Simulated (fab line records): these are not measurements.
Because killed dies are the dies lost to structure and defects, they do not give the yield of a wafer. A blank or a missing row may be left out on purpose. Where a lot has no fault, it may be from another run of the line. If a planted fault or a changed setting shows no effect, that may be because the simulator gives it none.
2 desks looking at one fault ; flow gf180mcu ; what lay behind the numbers comes last; until then each desk has only its own

## THE TOOL OWNER'S DESK: wet_bench-03
The tool's own readings at GF_STI_WET_ETCH_17 (etches Si3N4 in H3PO4, target depth 45 nm, time 514 s): means of the sampled wafers that have a number, for each lot that ran on this tool. Marked OUT: a lot whose mean sits more than 4 standard deviations from the usual mean, which makes it out of limits; the brackets give that distance.
Columns: A = run_length_s at GF_STI_WET_ETCH_17, usual 542 s; B = temp_c at GF_STI_WET_ETCH_17, usual 159.99 C
lot;first seen here;A;B
L473;day 5 02:02;537;159.96
L476;day 5 17:32;299 (-68) OUT;160.00
L480;day 6 14:54;291 (-70) OUT;160.04
This desk finds L476, L480 out of limits, L476 being first, at day 5 17:32 (run_length_s at GF_STI_WET_ETCH_17). In limits: L473.

## AT THE METROLOGY DESK
Means of the sampled wafers that have a number, per lot and without regard to the tool the lot ran on: this is what the gauges read. Marked OUT: a lot whose mean sits more than 4 standard deviations from the usual mean, which makes it out of limits; the brackets give that distance.
Columns: A = cd_nm at GF_STI_CD_MEAS_12, usual 220.0 nm; B = STI_OXIDATION_01_THK at GF_STI_THK_MEAS_22, usual 14.9 nm; C = STI_CVD_23_THK at GF_STI_THK_MEAS_24, usual 651 nm
lot;first seen here;A;B;C
L473;day 5 01:38;220.8;15.1;650
L474;day 5 06:19;220.9;14.8;651
L475;day 5 11:07;219.3;15.1;657
L476;day 5 17:10;218.2;14.7;650
L480;day 6 14:31;220.4;14.7;654
L482;day 6 23:58;220.9;14.9;651
Result from this desk: across the 6 lots, nothing is out of limits.

## TAKEN TOGETHER
An alarm could have come from the tool owner's desk at day 5 17:32, on L476, L480.
From the metrology desk's view, nothing was out of limits.
The metrology desk holds a record of L476, L480, inside its limits.
All the named lots went through GF_STI_WET_ETCH_17 on wet_bench-03.

## WHAT WAS PUT IN BY THE SIMULATOR
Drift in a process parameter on wet_bench-03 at GF_STI_WET_ETCH_17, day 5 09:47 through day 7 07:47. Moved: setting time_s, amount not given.
Lots struck among those shown: L476, L480.
How many hours passed from the start of the fault until each desk's first out-of-limits reading: the tool owner's desk, 8.
